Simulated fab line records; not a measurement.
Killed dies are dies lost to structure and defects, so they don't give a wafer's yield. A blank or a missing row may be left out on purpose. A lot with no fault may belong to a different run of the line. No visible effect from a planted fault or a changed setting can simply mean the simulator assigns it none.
Comparing a struck lot with a sound one | flow gf180mcu | 14 steps out of a route of 602
Sound: wafers L426.1, L426.3, L426.4. The struck wafers were L440.1, L440.4, L440.5. The cause comes at the end.
Order at every step that has rows: each side's tool, ch and its chambers, its first start. Under that, the readings that differ: sound wafers | struck wafers | difference of the means | sigmas: that difference in standard deviations of wafers without a fault.
alike: readings with means less than 2 such deviations apart, plus words and numbers identical on both sides. not compared: withheld readings, readings lacking a value on some wafer, bounds such as >300 that could conceal the same value, and numbers that have no deviation in the record and whose values overlap.
Wherever a step has rows on one side only, a row that says differs or no value, or a row with sigmas, the two part there. Numbers that have no deviation but don't overlap get no sigmas and don't part them. A reading missing from all wafers of one side parts the sides only when that side holds two or more wafers.

first, 1 step without rows for these wafers: GF_HV_LDD_DEVELOP_18 (develop time 60 s).
GF_HV_LDD_CD_MEAS_19: the cd target is 400 nm.
  sound: cd-sem-02 at day 10 22:01; struck: cd-sem-01 at day 15 06:05
  alike: cd-nm
GF_HV_LDD_OVL_MEAS_20:
  sound: overlay-02 at day 10 22:08; struck: overlay-02 at day 15 06:13
  reading            | sound         | struck      | difference | sigmas
  HV_LDD_01_OVL (nm) | -1.7 -1.2 0.4 | 3.4 2.1 1.7 | +3.2       | +2
then, 1 step without rows for these wafers: GF_HV_LDD_IMPLANT_21.
GF_HV_LDD_STRIP_22: strips in O2/N2.
  sound on plasma-asher-01 ch 0,1, day 10 22:19; struck on plasma-asher-04 ch 0,1, day 15 06:24
  alike: drypump-motor-current-A, heater-power-w, oes-product-au, platen-temp-c, strip-time-to-endpoint-s
  not compared: rf-hours-counter-h
GF_HV_LDD_TW_MEAS_23:
  sound: film-metro-03 at day 10 22:25; struck: film-metro-01 at day 15 06:30
  alike: HV_LDD_2_TW
then, 6 steps without rows for these wafers: GF_HV_LDD_DEHYDRATE_24 (time 60 s); GF_HV_LDD_HMDS_25 (prime time 60 s); GF_HV_LDD_COAT_26 (resist thk 1000 nm); GF_HV_LDD_SOFTBAKE_27 (time 60 s); GF_HV_LDD_EXPOSE_28 (exposes mask Nplus HV AREA, target cd 400 nm); GF_HV_LDD_PEB_29.
GF_HV_LDD_DEVELOP_30: develop time 60 s.
  sound on litho-track-03 ch 0, day 11 16:10; struck on litho-track-02, day 16 03:00
  no value came back on the struck wafers for chill-plate-temp-C (C), develop-time-s (s); on the sound wafers chill-plate-temp-C (C) reads 22.89 22.99 22.96
GF_HV_LDD_CD_MEAS_31: the cd target is 400 nm.
  sound: cd-sem-02 at day 11 16:19; struck: cd-sem-02 at day 16 03:09
  reading    | sound             | struck | difference                    | sigmas
  cd-nm (nm) | 401.8 399.6 399.2 | - - -  | no value on the struck wafers |

## WHERE THEY PART
At GF_HV_LDD_OVL_MEAS_20 first; at GF_HV_LDD_CD_MEAS_31 last (within this record only).

WHY: what the simulator had put in
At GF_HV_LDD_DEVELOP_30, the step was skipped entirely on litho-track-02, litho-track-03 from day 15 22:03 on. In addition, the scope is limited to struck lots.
